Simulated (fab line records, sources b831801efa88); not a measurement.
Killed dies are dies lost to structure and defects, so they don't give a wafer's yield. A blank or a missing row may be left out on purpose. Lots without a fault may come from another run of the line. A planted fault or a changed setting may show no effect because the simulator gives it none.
Which tool did it? | flow gf180mcu | 12 lots, 36 wafers sampled, at 7 steps of a route of 602

WHAT THE GAUGES READ, wafer by wafer
GF_CONTACT_RS_MEAS_25: measures by four-point-probe.
lot  | measured     | on            | CONTACT_W_RS (ohm/sq)
L639 | day 16 13:49 | film_metro-01 | 0.385 0.387 0.385
L641 | day 17 13:25 | film_metro-04 | 0.387 0.388 0.385
L642 | day 17 23:44 | film_metro-02 | 0.382 0.382 0.385
L644 | day 18 12:55 | film_metro-04 | 0.385 0.390 0.390
L645 | day 18 15:50 | film_metro-04 | 0.386 0.388 0.389
L646 | day 19 02:26 | film_metro-04 | 0.383 0.387 0.381
L649 | day 20 09:50 | film_metro-02 | 0.394 0.388 0.389
L654 | day 22 03:17 | film_metro-02 | 0.318 0.319 0.320
L655 | day 22 08:13 | film_metro-02 | 0.325 0.322 0.321
L656 | day 23 03:29 | film_metro-01 | 0.381 0.381 0.383
L658 | day 23 09:53 | film_metro-04 | 0.385 0.389 0.388
L661 | day 24 09:42 | film_metro-02 | 0.384 0.390 0.386

GF_CONTACT_THK_MEAS_26: measures by xrf.
lot  | measured     | on            | CONTACT_W_THK (nm)
L639 | day 16 13:55 | film_metro-01 | 297 294 294
L641 | day 17 13:31 | film_metro-04 | 304 305 305
L642 | day 17 23:51 | film_metro-02 | 308 308 304
L644 | day 18 13:01 | film_metro-04 | 306 300 300
L645 | day 18 15:56 | film_metro-04 | 305 302 302
L646 | day 19 02:32 | film_metro-04 | 301 300 303
L649 | day 20 09:56 | film_metro-02 | 300 303 303
L654 | day 22 03:24 | film_metro-02 | 370 370 369
L655 | day 22 08:19 | film_metro-02 | 362 367 367
L656 | day 23 03:36 | film_metro-01 | 303 302 302
L658 | day 23 10:00 | film_metro-04 | 302 298 298
L661 | day 24 09:49 | film_metro-02 | 302 299 301

GF_V1_THK_MEAS_03.
lot  | measured     | on            | V1_CVD_02_THK (nm)
L639 | day 17 14:17 | film_metro-02 | 852 859 863
L641 | day 18 14:38 | film_metro-02 | 860 880 876
L642 | day 19 01:35 | film_metro-02 | 833 843 852
L644 | day 19 14:25 | film_metro-03 | 852 854 880
L645 | day 19 19:02 | film_metro-01 | 850 858 852
L646 | day 20 03:57 | film_metro-02 | 838 872 850
L649 | day 21 11:01 | film_metro-02 | 849 857 870
L654 | day 23 04:11 | film_metro-03 | 859 851 844
L655 | day 23 09:01 | film_metro-02 | 864 853 858
L656 | day 24 03:53 | film_metro-02 | 842 842 860
L658 | day 24 10:22 | film_metro-02 | 841 864 867
L661 | day 25 08:42 | film_metro-03 | 837 841 839

GF_V2_THK_MEAS_01.
lot  | measured     | on            | V2_CVD_00_THK (nm)
L639 | day 19 15:53 | film_metro-04 | 596 584 595
L641 | day 20 15:53 | film_metro-01 | 592 588 593
L642 | day 21 04:36 | film_metro-01 | 602 597 602
L644 | day 21 16:25 | film_metro-01 | 601 599 601
L645 | day 21 20:35 | film_metro-01 | 591 594 586
L646 | day 22 05:26 | film_metro-04 | 597 595 592
L649 | day 23 12:16 | film_metro-02 | 604 602 603
L654 | day 25 03:46 | film_metro-02 | 589 599 597
L655 | day 25 07:39 | film_metro-04 | 611 603 605
L656 | day 26 01:47 | film_metro-02 | 597 589 597
L658 | day 26 08:19 | film_metro-01 | 598 601 599
L661 | day 27 05:25 | film_metro-04 | 600 593 596

GF_M3_THK_MEAS_06: measures by xrf.
lot  | measured     | on            | M3_ALCU_THK (nm)
L639 | day 20 17:21 | film_metro-01 | 439 441 445
L641 | day 21 17:44 | film_metro-03 | 442 448 452
L642 | day 22 05:46 | film_metro-03 | 460 453 454
L644 | day 22 18:16 | film_metro-04 | 443 447 452
L645 | day 22 22:26 | film_metro-04 | 446 448 453
L646 | day 23 06:11 | film_metro-03 | 444 438 445
L649 | day 24 13:13 | film_metro-03 | 443 445 444
L654 | day 26 03:29 | film_metro-04 | 449 455 431
L655 | day 26 07:53 | film_metro-03 | 442 450 438
L656 | day 27 00:51 | film_metro-04 | 439 443 438
L658 | day 27 07:54 | film_metro-04 | 453 442 449
L661 | day 28 03:28 | film_metro-01 | 457 458 457

WHICH TOOL RAN EACH LOT (tool, then ch and the chambers of the sampled wafers, then the start)
lot  | GF_CONTACT_CVD_24             | GF_CONTACT_CMP_27
L639 | cvd_w-01 ch 0,1, day 16 13:41 | cmp-01 ch 0,1,3, day 16 13:58
L641 | cvd_w-01 ch 0,1, day 17 13:17 | cmp-01 ch 1,2,3, day 17 13:34
L642 | cvd_w-02 ch 0,1, day 17 23:38 | cmp-02 ch 0,3, day 17 23:55
L644 | cvd_w-02 ch 0, day 18 12:47   | cmp-02 ch 0,1, day 18 13:07
L645 | cvd_w-01 ch 0,1, day 18 15:44 | cmp-01 ch 1,3, day 18 15:59
L646 | cvd_w-02 ch 0,1, day 19 02:20 | cmp-01 ch 1,2,3, day 19 02:41
L649 | cvd_w-01 ch 0,1, day 20 09:43 | cmp-01 ch 1,3, day 20 09:58
L654 | cvd_w-01 ch 0,1, day 22 03:11 | cmp-01 ch 0,2,3, day 22 03:28
L655 | cvd_w-01 ch 0,1, day 22 08:07 | cmp-01 ch 0,2,3, day 22 08:28
L656 | cvd_w-02 ch 0,1, day 23 03:23 | cmp-02 ch 0,1,2, day 23 03:43
L658 | cvd_w-02 ch 1, day 23 09:46   | cmp-01 ch 0,2,3, day 23 10:09
L661 | cvd_w-02 ch 1, day 24 09:30   | cmp-02 ch 0,1,2, day 24 09:56
- GF_CONTACT_CVD_24: deposits W, target thk 300 nm, time 90.339 s.
- GF_CONTACT_CMP_27: polishes, stops on SiO2, t overpolish 15 s, target thk 0 nm.

WHAT THE TOOLS THEMSELVES READ (means of the sampled wafers that have a number; where no wafer has one, the mark that the record gives instead)
GF_CONTACT_CVD_24.
lot  | tool     | heater_power_w (W) | susceptor_temp_C (C)
L639 | cvd_w-01 | 760                | 399.81
L641 | cvd_w-01 | 754                | 399.85
L642 | cvd_w-02 | 777                | 400.03
L644 | cvd_w-02 | 755                | 399.92
L645 | cvd_w-01 | 763                | 399.96
L646 | cvd_w-02 | 787                | 400.12
L649 | cvd_w-01 | 766                | 399.79
L654 | cvd_w-01 | 766                | 399.97
L655 | cvd_w-01 | 765                | 399.95
L656 | cvd_w-02 | 771                | 399.84
L658 | cvd_w-02 | 827                | 400.12
L661 | cvd_w-02 | 823                | 400.07

GF_CONTACT_CMP_27.
lot  | tool   | head_pressure_psi (psi) | motor_current_A (A) | time_to_endpoint_s (s)
L639 | cmp-01 | 3.496                   | 11.8                | 71
L641 | cmp-01 | 3.493                   | 11.7                | 69
L642 | cmp-02 | 3.504                   | 10.4                | 72
L644 | cmp-02 | 3.498                   | 10.5                | 74
L645 | cmp-01 | 3.497                   | 11.9                | 70
L646 | cmp-01 | 3.501                   | 11.8                | 70
L649 | cmp-01 | 3.502                   | 11.6                | 71
L654 | cmp-01 | 3.502                   | 12.1                | 87
L655 | cmp-01 | 3.503                   | 12.0                | 84
L656 | cmp-02 | 3.505                   | 10.4                | 71
L658 | cmp-01 | 3.502                   | 12.2                | 71
L661 | cmp-02 | 3.501                   | 10.4                | 75

THE ANSWER, worked out from the rows above alone
Rule: what is usual is taken from the lots themselves. Put in order of their means at a reading, lots are off if they are a third of the lots or fewer, leave a main group of 4 or more, and stand apart from it by a gap of 3 or more times the standard deviation of the main group's means; of several such gaps the widest counts. A main group whose means are all the same, to the digits that the tables above print for the reading, isn't used. A lot without any number at a reading at which 4 lots or more have one is off too. The other lots that the step has rows for count as sound. The gauges are gone through in route order, then the tools' own readings, and for those a lot's mean is taken as printed above. The first step at which some lot is off is used, and at that step the reading that is off furthest; a lot without a number counts as furthest.
Off: L654, L655, at GF_CONTACT_RS_MEAS_25 (CONTACT_W_RS). The main group: mean 0.386 ohm/sq, standard deviation 0.0025.
A tool fits if, at a process step before that reading, it ran every lot that is off, and no sound lot after the first of them. The gauges at GF_CONTACT_RS_MEAS_25 aren't tried: what is off there is off at GF_CONTACT_CMP_27 too, on other tools, and a gauge's error can't cause that. One fits: cvd_w-01 at GF_CONTACT_CVD_24. Its last sound lot is L649 (day 20 09:43), its first lot that is off L654 (day 22 03:11): a fault that began between those two fits.

WHAT THE SIMULATOR HAD PUT IN
Process parameter drift: cvd_w-01, from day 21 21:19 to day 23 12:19, at GF_CONTACT_CVD_24. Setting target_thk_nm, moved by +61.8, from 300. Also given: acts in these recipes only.
Lots struck among those shown: L654, L655. The rule above found the same.
